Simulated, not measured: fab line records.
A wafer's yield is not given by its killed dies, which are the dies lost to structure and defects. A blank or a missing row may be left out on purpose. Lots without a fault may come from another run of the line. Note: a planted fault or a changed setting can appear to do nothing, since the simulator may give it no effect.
Check of tool commonality + flow sky130 + 11 lots and 33 wafers in the sample

== THE REASON FOR OPENING IT ==
2 of 11 lots carry a flag on the reading NWELL_OXIDATION_THK at SKY_NWELL_THK_MEAS_02. Wafers without a fault read 10.08 nm, standard deviation 0.15.
Rule: a lot is flagged in two cases, either no wafer of it has a number, or all its wafers with numbers fall more than 4 standard deviations from that mean. The other lots count as sound.

| lot  | measured    | on            | NWELL_OXIDATION_THK (nm), wafer by wafer | flag    |
|------|-------------|---------------|------------------------------------------|---------|
| L224 | day 2 22:41 | film metro-03 | 10.11 10.03 10.14                        |         |
| L226 | day 3 07:37 | film metro-01 | 10.07 10.10 10.17                        |         |
| L231 | day 4 03:34 | film metro-02 | 12.25 12.10 12.21                        | FLAGGED |
| L230 | day 4 03:34 | film metro-01 | 12.15 12.04 12.12                        | FLAGGED |
| L234 | day 4 17:37 | film metro-01 | 10.24 10.27 10.10                        |         |
| L235 | day 5 01:30 | film metro-02 | 10.26 10.04 10.28                        |         |
| L236 | day 5 02:53 | film metro-01 | 10.20 10.06 10.21                        |         |
| L237 | day 5 06:49 | film metro-01 | 9.96 9.99 9.92                           |         |
| L241 | day 6 05:04 | film metro-02 | 10.34 10.33 10.32                        |         |
| L242 | day 6 09:27 | film metro-03 | 9.93 10.25 10.21                         |         |
| L243 | day 6 14:17 | film metro-02 | 10.14 10.30 10.09                        |         |
Average over the flagged lots: 12.14 nm; offset from the usual +2.06 nm, equal to +14 standard deviations.

== EACH LOT AND THE TOOL IT RAN ON ==
2 process steps preceding the reading are held in the record, out of 708 steps in the route. Cell contents, in order: the tool; ch with the chambers the sampled wafers went through; the start.
| lot  | flag    | SKY_FIELD_ISO_CMP_27         | SKY_NWELL_OXIDATION_01       |
|------|---------|------------------------------|------------------------------|
| L224 |         | cmp-01 ch 1,2,3, day 2 16:04 | furnace-02 ch 0, day 2 21:16 |
| L226 |         | cmp-01 ch 0,2,3, day 3 05:01 | furnace-01 ch 0, day 3 06:13 |
| L231 | FLAGGED | cmp-02 ch 1,3, day 4 01:05   | furnace-01 ch 0, day 4 02:09 |
| L230 | FLAGGED | cmp-02 ch 1,3, day 3 23:31   | furnace-01 ch 0, day 4 02:09 |
| L234 |         | cmp-02 ch 0,1, day 4 15:16   | furnace-02 ch 0, day 4 16:11 |
| L235 |         | cmp-02 ch 1,2,3, day 4 22:22 | furnace-02 ch 0, day 5 00:06 |
| L236 |         | cmp-02 ch 1,2, day 5 00:13   | furnace-02 ch 0, day 5 01:30 |
| L237 |         | cmp-02 ch 0,2,3, day 5 04:26 | furnace-02 ch 0, day 5 05:24 |
| L241 |         | cmp-01 ch 0,1,3, day 6 02:43 | furnace-02 ch 0, day 6 03:38 |
| L242 |         | cmp-02 ch 1,2,3, day 6 06:41 | furnace-02 ch 0, day 6 08:02 |
| L243 |         | cmp-02 ch 2,3, day 6 11:48   | furnace-02 ch 0, day 6 12:53 |
What these steps do:
- SKY_FIELD_ISO_CMP_27: polishes, stops on Si3N4, t overpolish 16 s, target thk 457.8 nm.
- SKY_NWELL_OXIDATION_01: stabilise 600 s, purge 300 s, target thk 10 nm.
- SKY_NWELL_THK_MEAS_02

== FLAGGED OVER TOTAL, TOOL BY TOOL (the gauges that took the reading come last) ==
| step                   | tool          | lots run | flagged | share of the flagged lots | sound lots run after its first flagged lot |
|------------------------|---------------|----------|---------|---------------------------|--------------------------------------------|
| SKY_FIELD_ISO_CMP_27   | cmp-01        | 3        | 0       | none                      | -                                          |
| SKY_FIELD_ISO_CMP_27   | cmp-02        | 8        | 2       | all                       | 6 (L234,L235,L236,L237,L242,L243)          |
| SKY_NWELL_OXIDATION_01 | furnace-01    | 3        | 2       | all                       | 0                                          |
| SKY_NWELL_OXIDATION_01 | furnace-02    | 8        | 0       | none                      | -                                          |
| SKY_NWELL_THK_MEAS_02  | film metro-01 | 5        | 1       | some                      | 3 (L234,L236,L237)                         |
| SKY_NWELL_THK_MEAS_02  | film metro-02 | 4        | 1       | some                      | 3 (L235,L241,L243)                         |
| SKY_NWELL_THK_MEAS_02  | film metro-03 | 2        | 0       | none                      | -                                          |

== THE TABLE: WHAT IT ALLOWS ==
Every flagged lot went through 2 rows of the table: cmp-02 at SKY_FIELD_ISO_CMP_27 and furnace-01 at SKY_NWELL_OXIDATION_01.
- cmp-02 at SKY_FIELD_ISO_CMP_27 ran 8 lots, 2 of them flagged. Lots that were sound ran on it after the first flagged one (L234, L235, L236, L237, L242, L243); a persistent fault on the entire tool would not allow that.
- furnace-01 at SKY_NWELL_OXIDATION_01 ran 3 lots, 2 of them flagged. It ran its last sound lot, L226, at day 3 06:13 and its first flagged lot, L230, at day 4 02:09: a fault with its onset between the two fits. Its own readings (spike tc bottom C, spike tc centre C, spike tc lower C, spike tc top C, spike tc upper C, tube center temp C, tube_center_temp_C_max) fall more than 4 standard deviations out on all wafers of the flagged lots.
Just one tool remains: furnace-01 at SKY_NWELL_OXIDATION_01.

== WHAT HAD BEEN PUT IN BY THE SIMULATOR ==
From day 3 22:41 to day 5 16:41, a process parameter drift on furnace-01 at SKY_NWELL_OXIDATION_01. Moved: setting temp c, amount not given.
Lots struck among those shown: L231, L230. The rule given above showed the same thing.
